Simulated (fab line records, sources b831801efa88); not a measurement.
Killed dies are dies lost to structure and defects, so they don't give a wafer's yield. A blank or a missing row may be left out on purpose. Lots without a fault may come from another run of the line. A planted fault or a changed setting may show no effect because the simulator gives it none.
One fault seen from 2 desks | flow sky130 | each desk has only its own numbers; what lay behind them comes last

THE TOOL OWNER'S DESK: furnace-01
The tool's own readings at SKY_SONOS_ONO_OXIDATION_00 (stabilise 600 s, purge 300 s, target thk 2.6 nm): means of the sampled wafers that have a number, for each lot that ran on this tool. A lot is out of limits, marked OUT, if its mean lies more than 4 standard deviations from the usual mean; the brackets give that distance.
Columns: A = spike_tc_bottom_C at SKY_SONOS_ONO_OXIDATION_00, usual 818.9 C; B = spike_tc_top_C at SKY_SONOS_ONO_OXIDATION_00, usual 810.6 C
lot  | first seen here | A     | B
L577 | day 13 21:14    | 816.1 | 811.0
L578 | day 13 22:35    | 816.3 | 809.4
L585 | day 16 08:16    | 816.0 | 810.2
L586 | day 16 11:38    | 816.6 | 810.0
This desk's finding: nothing out of limits on any of the 4 lots.

THE METROLOGY DESK
What the gauges read, lot by lot, whatever tool the lot ran on: means of the sampled wafers that have a number. A lot is out of limits, marked OUT, if its mean lies more than 4 standard deviations from the usual mean; the brackets give that distance.
Columns: A = DNWELL_TW at SKY_DNWELL_TW_MEAS_09, usual 1116; B = PWDE_OVL at SKY_PWDE_OVL_MEAS_07, usual -1.2 nm; C = NWELL_00_OVL at SKY_NWELL_OVL_MEAS_10, usual -1.1 nm; D = SONOS_ONO_OXIDATION_THK at SKY_SONOS_ONO_THK_MEAS_01, usual 2.61 nm
lot  | first seen here | A    | B    | C    | D
L573 | day 3 22:17     | 1105 | 1.6  | -1.6 | 2.53
L574 | day 4 01:28     | 1112 | -1.1 | -1.9 | 2.60
L575 | day 4 08:43     | 1118 | -2.0 | -2.0 | 2.56
L577 | day 5 07:25     | 1117 | -0.2 | 0.7  | 2.64
L578 | day 5 07:47     | 1114 | -0.5 | -2.3 | 2.69
L580 | day 5 13:44     | 1123 | -0.8 | -1.3 | 2.62
L585 | day 6 22:10     | 1116 | -2.1 | -2.0 | 3.43 (+16) OUT
L586 | day 7 00:23     | 1120 | -1.5 | -2.5 | 3.42 (+16) OUT
L588 | day 7 04:10     | 1111 | -4.8 | -2.6 | 2.63
L589 | day 7 08:52     | 1117 | -1.4 | -2.7 | 2.68
L590 | day 7 17:37     | 1115 | -1.4 | 0.9  | 2.64
L592 | day 8 04:55     | 1135 | -2.5 | 0.3  | 2.68
L593 | day 8 08:58     | 1117 | -0.4 | 0.4  | 2.68
This desk's finding: out of limits on L585, L586; first on L585, day 16 09:37 (SONOS_ONO_OXIDATION_THK at SKY_SONOS_ONO_THK_MEAS_01). In limits: L573, L574, L575, L577, L578, L580, L588, L589, L590, L592, L593.

PUT TOGETHER
The metrology desk could have raised an alarm at day 16 09:37, on L585, L586.
The tool owner's desk saw nothing out of limits.
The tool owner's desk has L585, L586 on record, within its limits.
Of the lots named, all ran SKY_SONOS_ONO_OXIDATION_00 on furnace-01.

WHAT THE SIMULATOR HAD PUT IN
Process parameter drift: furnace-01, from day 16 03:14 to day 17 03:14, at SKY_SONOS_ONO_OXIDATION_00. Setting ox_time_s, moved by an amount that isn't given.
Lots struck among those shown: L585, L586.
Hours from the fault's start to each desk's first reading out of limits: the metrology desk, 6.
